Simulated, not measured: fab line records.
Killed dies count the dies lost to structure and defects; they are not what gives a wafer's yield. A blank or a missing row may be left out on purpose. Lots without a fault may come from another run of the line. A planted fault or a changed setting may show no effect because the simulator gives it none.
Which tool is to blame? | flow gf180mcu | Sampling: 24 lots, 72 wafers, 6 of 602 route steps

WHAT EACH GAUGE READ, for each wafer
The record lacks any reading of a measuring or inspecting step that a usual standard deviation could be used to judge.

EACH LOT AND THE TOOL THAT RAN IT (in order: tool; ch and the chambers of the sampled wafers; start)
lot  | GF_CONTACT_CMP_04             | GF_M1_SPUTTER_00            | GF_M1_SPUTTER_03            | GF_V1_STRIP_18                      | GF_M2_SPUTTER_01            | GF_M2_STRIP_17
L074 | cmp-01 ch 1,2,3, day 16 00:00 | pvdSputter-01, day 17 00:38 | pvdSputter-01, day 17 00:48 | plasmaAsher-02 ch 0,1, day 19 03:17 | pvdSputter-04, day 19 04:37 | plasmaAsher-03 ch 0,1, day 20 05:16
L075 | cmp-02 ch 1,2,3, day 16 06:06 | pvdSputter-02, day 17 07:08 | pvdSputter-02, day 17 07:17 | plasmaAsher-02 ch 0,1, day 19 10:05 | pvdSputter-01, day 19 11:25 | plasmaAsher-04 ch 0,1, day 20 11:31
L076 | cmp-01 ch 0,1,2, day 16 15:25 | pvdSputter-01, day 17 16:59 | pvdSputter-01, day 17 17:08 | plasmaAsher-01 ch 0,1, day 19 19:44 | pvdSputter-02, day 19 21:03 | plasmaAsher-04 ch 0,1, day 20 22:01
L077 | cmp-02 ch 0,2,3, day 16 23:28 | pvdSputter-02, day 18 01:08 | pvdSputter-02, day 18 01:17 | plasmaAsher-04 ch 0,1, day 20 04:07 | pvdSputter-01, day 20 05:52 | plasmaAsher-01 ch 0,1, day 21 06:15
L078 | cmp-01 ch 0,1,2, day 17 05:18 | pvdSputter-01, day 18 06:50 | pvdSputter-01, day 18 07:00 | plasmaAsher-01 ch 0,1, day 20 10:28 | pvdSputter-02, day 20 11:54 | plasmaAsher-04 ch 0,1, day 21 12:52
L079 | cmp-01 ch 0,2,3, day 17 20:23 | pvdSputter-02, day 18 22:36 | pvdSputter-02, day 18 22:46 | plasmaAsher-04 ch 0,1, day 21 02:29 | pvdSputter-02, day 21 03:49 | plasmaAsher-01 ch 0, day 22 04:28
L080 | cmp-02 ch 0,1,2, day 18 01:37 | pvdSputter-01, day 19 03:41 | pvdSputter-01, day 19 03:51 | plasmaAsher-04 ch 0,1, day 21 06:37 | pvdSputter-04, day 21 08:03 | plasmaAsher-01 ch 0,1, day 22 08:17
L081 | cmp-01 ch 0,1,2, day 18 07:38 | pvdSputter-03, day 19 10:57 | pvdSputter-03, day 19 11:07 | plasmaAsher-04 ch 0,1, day 21 14:07 | pvdSputter-02, day 21 15:29 | plasmaAsher-03 ch 1, day 22 16:25
L082 | cmp-02 ch 1,2,3, day 18 21:32 | pvdSputter-02, day 19 23:41 | pvdSputter-02, day 19 23:50 | plasmaAsher-04 ch 0,1, day 22 01:50 | pvdSputter-02, day 22 03:11 | plasmaAsher-04 ch 0,1, day 23 03:55
L083 | cmp-02 ch 0,3, day 19 04:34   | pvdSputter-01, day 20 06:58 | pvdSputter-01, day 20 07:07 | plasmaAsher-02 ch 0,1, day 22 09:11 | pvdSputter-01, day 22 10:31 | plasmaAsher-01 ch 0,1, day 23 10:28
L084 | cmp-02 ch 1,2, day 19 07:27   | pvdSputter-02, day 20 09:06 | pvdSputter-02, day 20 09:16 | plasmaAsher-04 ch 0,1, day 22 12:01 | pvdSputter-02, day 22 13:18 | plasmaAsher-01 ch 0,1, day 23 14:05
L085 | cmp-02 ch 0,1,2, day 20 01:34 | pvdSputter-03, day 21 03:57 | pvdSputter-03, day 21 04:07 | plasmaAsher-02 ch 0,1, day 23 05:29 | pvdSputter-02, day 23 06:49 | plasmaAsher-03 ch 0,1, day 24 05:53
L086 | cmp-01 ch 0,1,2, day 20 07:16 | pvdSputter-03, day 21 10:03 | pvdSputter-03, day 21 10:13 | plasmaAsher-01 ch 0,1, day 23 12:19 | pvdSputter-04, day 23 13:36 | plasmaAsher-03 ch 0,1, day 24 13:00
L087 | cmp-02 ch 0,1, day 20 15:01   | pvdSputter-02, day 21 17:20 | pvdSputter-02, day 21 17:29 | plasmaAsher-01 ch 0,1, day 23 18:28 | pvdSputter-04, day 23 19:47 | plasmaAsher-04 ch 0,1, day 24 19:04
L088 | cmp-01 ch 1,2,3, day 20 23:49 | pvdSputter-01, day 22 01:30 | pvdSputter-01, day 22 01:40 | plasmaAsher-02 ch 0,1, day 24 02:59 | pvdSputter-01, day 24 04:26 | plasmaAsher-01 ch 0,1, day 25 03:07
L089 | cmp-01 ch 1,2,3, day 21 09:27 | pvdSputter-02, day 22 11:26 | pvdSputter-02, day 22 11:36 | plasmaAsher-04 ch 0,1, day 24 11:56 | pvdSputter-01, day 24 13:22 | plasmaAsher-03 ch 0,1, day 25 12:19
L090 | cmp-02 ch 0,2,3, day 21 16:56 | pvdSputter-02, day 22 18:02 | pvdSputter-02, day 22 18:12 | plasmaAsher-02 ch 0,1, day 24 18:10 | pvdSputter-01, day 24 19:27 | plasmaAsher-03 ch 0,1, day 25 17:42
L091 | cmp-02 ch 1,2,3, day 22 00:12 | pvdSputter-01, day 23 01:15 | pvdSputter-01, day 23 01:25 | plasmaAsher-02 ch 0,1, day 25 01:47 | pvdSputter-01, day 25 03:08 | plasmaAsher-01 ch 0,1, day 26 00:46
L092 | cmp-01 ch 0,2,3, day 22 08:54 | pvdSputter-02, day 23 10:25 | pvdSputter-02, day 23 10:35 | plasmaAsher-02 ch 0,1, day 25 09:53 | pvdSputter-01, day 25 11:13 | plasmaAsher-04 ch 0,1, day 26 09:37
L093 | cmp-02 ch 2,3, day 22 17:10   | pvdSputter-02, day 23 18:34 | pvdSputter-02, day 23 18:43 | plasmaAsher-02 ch 1, day 25 16:53   | pvdSputter-01, day 25 18:14 | plasmaAsher-04 ch 0,1, day 26 15:58
L094 | cmp-02 ch 0,1, day 22 19:37   | pvdSputter-02, day 23 20:50 | pvdSputter-02, day 23 21:00 | plasmaAsher-02 ch 0,1, day 25 19:56 | pvdSputter-01, day 25 21:16 | plasmaAsher-03 ch 0,1, day 26 19:19
L095 | cmp-01 ch 0,1,3, day 23 04:38 | pvdSputter-02, day 24 05:17 | pvdSputter-02, day 24 05:26 | plasmaAsher-01 ch 0,1, day 26 03:41 | pvdSputter-01, day 26 05:00 | plasmaAsher-03 ch 0,1, day 27 02:13
L096 | cmp-02 ch 0,2,3, day 23 12:06 | pvdSputter-03, day 24 12:51 | pvdSputter-03, day 24 13:01 | plasmaAsher-02 ch 0,1, day 26 11:14 | pvdSputter-02, day 26 12:41 | plasmaAsher-04 ch 0,1, day 27 09:46
L097 | cmp-01 ch 1,2,3, day 23 20:32 | pvdSputter-01, day 24 21:47 | pvdSputter-01, day 24 21:56 | plasmaAsher-01 ch 0,1, day 26 19:08 | pvdSputter-02, day 26 20:27 | plasmaAsher-04 ch 0,1, day 27 16:29
- GF_CONTACT_CMP_04: polishes SiO2.
- GF_M1_SPUTTER_00: material Ti, target thk 37.5 nm, time 150 s.
- GF_M1_SPUTTER_03: material Ti, target thk 10 nm, time 6.7 s.
- GF_V1_STRIP_18: strips in O2/N2.
- GF_M2_SPUTTER_01: material TiN, target thk 30 nm, time 25 s.
- GF_M2_STRIP_17: strips in O2/N2.

WHAT THE TOOLS THEMSELVES READ (means of the sampled wafers that have a number; where no wafer has one, the mark that the record gives instead)
GF_CONTACT_CMP_04.
lot  | tool   | motorCurrentA (A) | timeToEndpointS (s)
L074 | cmp-01 | 12.9              | 109
L075 | cmp-02 | 12.1              | 120
L076 | cmp-01 | 12.0              | 111
L077 | cmp-02 | 11.6              | 108
L078 | cmp-01 | 12.2              | 112
L079 | cmp-01 | 12.3              | 108
L080 | cmp-02 | 12.5              | 114
L081 | cmp-01 | 12.1              | 116
L082 | cmp-02 | 12.3              | 108
L083 | cmp-02 | 12.5              | 111
L084 | cmp-02 | 12.5              | 105
L085 | cmp-02 | 12.9              | 108
L086 | cmp-01 | 12.1              | 117
L087 | cmp-02 | 13.1              | 100
L088 | cmp-01 | 12.4              | 115
L089 | cmp-01 | 12.7              | 117
L090 | cmp-02 | 12.0              | 111
L091 | cmp-02 | 12.6              | 108
L092 | cmp-01 | 12.5              | 115
L093 | cmp-02 | 12.0              | 113
L094 | cmp-02 | 12.7              | 110
L095 | cmp-01 | 13.3              | 117
L096 | cmp-02 | 12.0              | 101
L097 | cmp-01 | 13.0              | 111

GF_M1_SPUTTER_00.
lot  | tool          | throttleValvePct (%)
L074 | pvdSputter-01 | 30.0
L075 | pvdSputter-02 | 29.1
L076 | pvdSputter-01 | 30.6
L077 | pvdSputter-02 | 29.7
L078 | pvdSputter-01 | 29.6
L079 | pvdSputter-02 | 29.9
L080 | pvdSputter-01 | 29.6
L081 | pvdSputter-03 | 30.7
L082 | pvdSputter-02 | 29.7
L083 | pvdSputter-01 | 29.7
L084 | pvdSputter-02 | 30.0
L085 | pvdSputter-03 | 30.8
L086 | pvdSputter-03 | 29.8
L087 | pvdSputter-02 | 29.6
L088 | pvdSputter-01 | 30.0
L089 | pvdSputter-02 | 29.9
L090 | pvdSputter-02 | 30.1
L091 | pvdSputter-01 | 29.7
L092 | pvdSputter-02 | 30.0
L093 | pvdSputter-02 | 29.9
L094 | pvdSputter-02 | 29.3
L095 | pvdSputter-02 | 30.0
L096 | pvdSputter-03 | 30.2
L097 | pvdSputter-01 | 29.8

GF_M1_SPUTTER_03.
lot  | tool          | throttleValvePct (%)
L074 | pvdSputter-01 | 30.0
L075 | pvdSputter-02 | 29.0
L076 | pvdSputter-01 | 30.5
L077 | pvdSputter-02 | 29.7
L078 | pvdSputter-01 | 29.7
L079 | pvdSputter-02 | 30.1
L080 | pvdSputter-01 | 29.6
L081 | pvdSputter-03 | 30.8
L082 | pvdSputter-02 | 29.8
L083 | pvdSputter-01 | 29.7
L084 | pvdSputter-02 | 29.9
L085 | pvdSputter-03 | 30.7
L086 | pvdSputter-03 | 29.8
L087 | pvdSputter-02 | 29.6
L088 | pvdSputter-01 | 30.1
L089 | pvdSputter-02 | 29.9
L090 | pvdSputter-02 | 30.0
L091 | pvdSputter-01 | 29.7
L092 | pvdSputter-02 | 30.3
L093 | pvdSputter-02 | 30.0
L094 | pvdSputter-02 | 29.4
L095 | pvdSputter-02 | 30.0
L096 | pvdSputter-03 | 30.2
L097 | pvdSputter-01 | 29.6

GF_V1_STRIP_18.
lot  | tool           | chamberPressureMTorr (mTorr) | drypumpMotorCurrentA (A) | heaterPowerW (W) | o2FlowSccm (sccm) | oesProductAu (a.u.) | platenTempC (C)
L074 | plasmaAsher-02 | 1499.4                       | 6.2                      | 336              | 2996              | 0.595               | 250.13
L075 | plasmaAsher-02 | 1500.2                       | 6.4                      | 362              | 2999              | 0.595               | 249.89
L076 | plasmaAsher-01 | 1499.3                       | 5.4                      | 284              | 3005              | 0.595               | 250.07
L077 | plasmaAsher-04 | 1499.8                       | 5.6                      | 362              | 3000              | 0.591               | 249.70
L078 | plasmaAsher-01 | 1500.7                       | 5.4                      | 279              | 2998              | 0.590               | 250.02
L079 | plasmaAsher-04 | 1500.1                       | 5.5                      | 375              | 3002              | 0.594               | 250.10
L080 | plasmaAsher-04 | 1499.9                       | 5.6                      | 362              | 3000              | 0.595               | 249.96
L081 | plasmaAsher-04 | 1500.7                       | 5.6                      | 357              | 2993              | 0.589               | 250.08
L082 | plasmaAsher-04 | 1500.2                       | 5.6                      | 378              | 3000              | 0.589               | 249.99
L083 | plasmaAsher-02 | 1499.9                       | 6.4                      | 366              | 2989              | 0.592               | 249.98
L084 | plasmaAsher-04 | 1500.2                       | 5.6                      | 370              | 3000              | 0.595               | 249.97
L085 | plasmaAsher-02 | 1500.4                       | 6.4                      | 366              | 2998              | 0.590               | 250.07
L086 | plasmaAsher-01 | 1499.5                       | 5.3                      | 302              | 2994              | 0.592               | 249.74
L087 | plasmaAsher-01 | 1499.4                       | 5.3                      | 297              | 2992              | 0.592               | 249.82
L088 | plasmaAsher-02 | 1500.0                       | 6.2                      | 335              | 2996              | 0.593               | 250.01
L089 | plasmaAsher-04 | 1500.1                       | 5.6                      | 359              | 3006              | 0.594               | 250.00
L090 | plasmaAsher-02 | 1500.7                       | 6.2                      | 337              | 3005              | 0.591               | 250.07
L091 | plasmaAsher-02 | 1499.4                       | 6.2                      | 341              | 2998              | 0.596               | 249.90
L092 | plasmaAsher-02 | 1500.4                       | 6.2                      | 336              | 3005              | 0.588               | 249.97
L093 | plasmaAsher-02 | 1498.8                       | 6.1                      | 304              | 3015              | 0.586               | 250.22
L094 | plasmaAsher-02 | 1498.5                       | 6.4                      | 367              | 2987              | 0.590               | 250.12
L095 | plasmaAsher-01 | 1499.3                       | 5.3                      | 300              | 2993              | 0.591               | 249.88
L096 | plasmaAsher-02 | 1499.8                       | 6.4                      | 371              | 2997              | 0.592               | 250.15
L097 | plasmaAsher-01 | 1500.9                       | 5.5                      | 286              | 2993              | 0.594               | 249.85

GF_M2_SPUTTER_01.
lot  | tool          | throttleValvePct (%)
L074 | pvdSputter-04 | 30.1
L075 | pvdSputter-01 | 29.9
L076 | pvdSputter-02 | 30.2
L077 | pvdSputter-01 | 29.7
L078 | pvdSputter-02 | 29.5
L079 | pvdSputter-02 | 29.9
L080 | pvdSputter-04 | 30.5
L081 | pvdSputter-02 | 30.0
L082 | pvdSputter-02 | 29.7
L083 | pvdSputter-01 | 30.4
L084 | pvdSputter-02 | 30.1
L085 | pvdSputter-02 | 30.4
L086 | pvdSputter-04 | 30.3
L087 | pvdSputter-04 | 29.8
L088 | pvdSputter-01 | 29.2
L089 | pvdSputter-01 | 30.1
L090 | pvdSputter-01 | 30.7
L091 | pvdSputter-01 | 30.0
L092 | pvdSputter-01 | 29.5
L093 | pvdSputter-01 | 30.5
L094 | pvdSputter-01 | 30.0
L095 | pvdSputter-01 | 29.6
L096 | pvdSputter-02 | 29.4
L097 | pvdSputter-02 | 29.8

GF_M2_STRIP_17.
lot  | tool           | chamberPressureMTorr (mTorr) | drypumpMotorCurrentA (A) | heaterPowerW (W) | o2FlowSccm (sccm) | oesProductAu (a.u.) | platenTempC (C) | stripTimeToEndpointS (s)
L074 | plasmaAsher-03 | 1499.6                       | 5.74                     | 289              | 2999              | 0.562               | 250.03          | 7.89
L075 | plasmaAsher-04 | 1500.8                       | 5.60                     | 360              | 3002              | 0.566               | 249.93          | 7.89
L076 | plasmaAsher-04 | 1499.9                       | 5.58                     | 359              | 3000              | 0.557               | 249.86          | 7.88
L077 | plasmaAsher-01 | 1499.6                       | 5.46                     | 287              | 3000              | 0.557               | 249.77          | 7.86
L078 | plasmaAsher-04 | 1500.8                       | 5.52                     | 377              | 3000              | 0.559               | 249.90          | 7.81
L079 | plasmaAsher-01 | 1501.4                       | 5.65                     | 266              | 3005              | 0.558               | 249.99          | 7.89
L080 | plasmaAsher-01 | 1498.2                       | 5.29                     | 301              | 2997              | 0.555               | 250.21          | 7.90
L081 | plasmaAsher-03 | 1500.7                       | 5.59                     | 283              | 2991              | 0.559               | 250.06          | 7.92
L082 | plasmaAsher-04 | 1500.5                       | 5.52                     | 375              | 2996              | 0.565               | 250.17          | 7.92
L083 | plasmaAsher-01 | 1500.3                       | 5.47                     | 284              | 2997              | 0.556               | 250.14          | 7.87
L084 | plasmaAsher-01 | 1500.9                       | 5.47                     | 286              | 2999              | 0.560               | 249.97          | 7.88
L085 | plasmaAsher-03 | 1499.6                       | 5.75                     | 286              | 2995              | 0.555               | 250.03          | 7.80
L086 | plasmaAsher-03 | 1499.8                       | 5.76                     | 285              | 2995              | 0.554               | 249.96          | 7.86
L087 | plasmaAsher-04 | 1501.5                       | 5.58                     | 354              | 3000              | 0.555               | 249.90          | 7.90
L088 | plasmaAsher-01 | 1500.3                       | 5.28                     | 304              | 3000              | 0.557               | 250.11          | 7.82
L089 | plasmaAsher-03 | 1498.3                       | 5.78                     | 288              | 2992              | 0.553               | 249.91          | 7.83
L090 | plasmaAsher-03 | 1500.9                       | 5.90                     | 296              | 3001              | 0.556               | 250.13          | 7.88
L091 | plasmaAsher-01 | 1499.3                       | 5.29                     | 305              | 3002              | 0.549               | 249.94          | 7.78
L092 | plasmaAsher-04 | 1499.6                       | 5.51                     | 373              | 2992              | 0.549               | 250.09          | 7.80
L093 | plasmaAsher-04 | 1500.6                       | 5.53                     | 378              | 3005              | 0.554               | 249.89          | 7.80
L094 | plasmaAsher-03 | 1500.1                       | 5.88                     | 299              | 3004              | 0.558               | 250.06          | 7.78
L095 | plasmaAsher-03 | 1501.5                       | 5.76                     | 291              | 2996              | 0.554               | 250.13          | 7.86
L096 | plasmaAsher-04 | 1499.8                       | 5.50                     | 373              | 2990              | 0.555               | 250.08          | 7.79
L097 | plasmaAsher-04 | 1500.2                       | 5.52                     | 373              | 2999              | 0.555               | 250.02          | 7.91

THE ANSWER, worked out from the rows above alone
Rule: the usual values come from the lots themselves. Put in order of their means at a reading, lots are off if they are a third of the lots or fewer, leave a main group of 4 or more, and stand apart from it by a gap of 3 or more times the standard deviation of the main group's means; of several such gaps the widest counts. Not used: any main group whose means are identical at the precision the tables above print for the reading. Also off: a lot with no number at a reading for which 4 or more lots have one. All remaining lots with rows at the step are treated as sound. Order of review: gauges by route order, followed by the tools' own readings, for which a lot's mean as printed above is used. At the first step where some lot is off, the reading lying furthest off is the one used; lots without a number count as furthest.
No lot is off at any reading shown: from this, nothing can be told.

WHAT HAD BEEN PUT IN BY THE SIMULATOR
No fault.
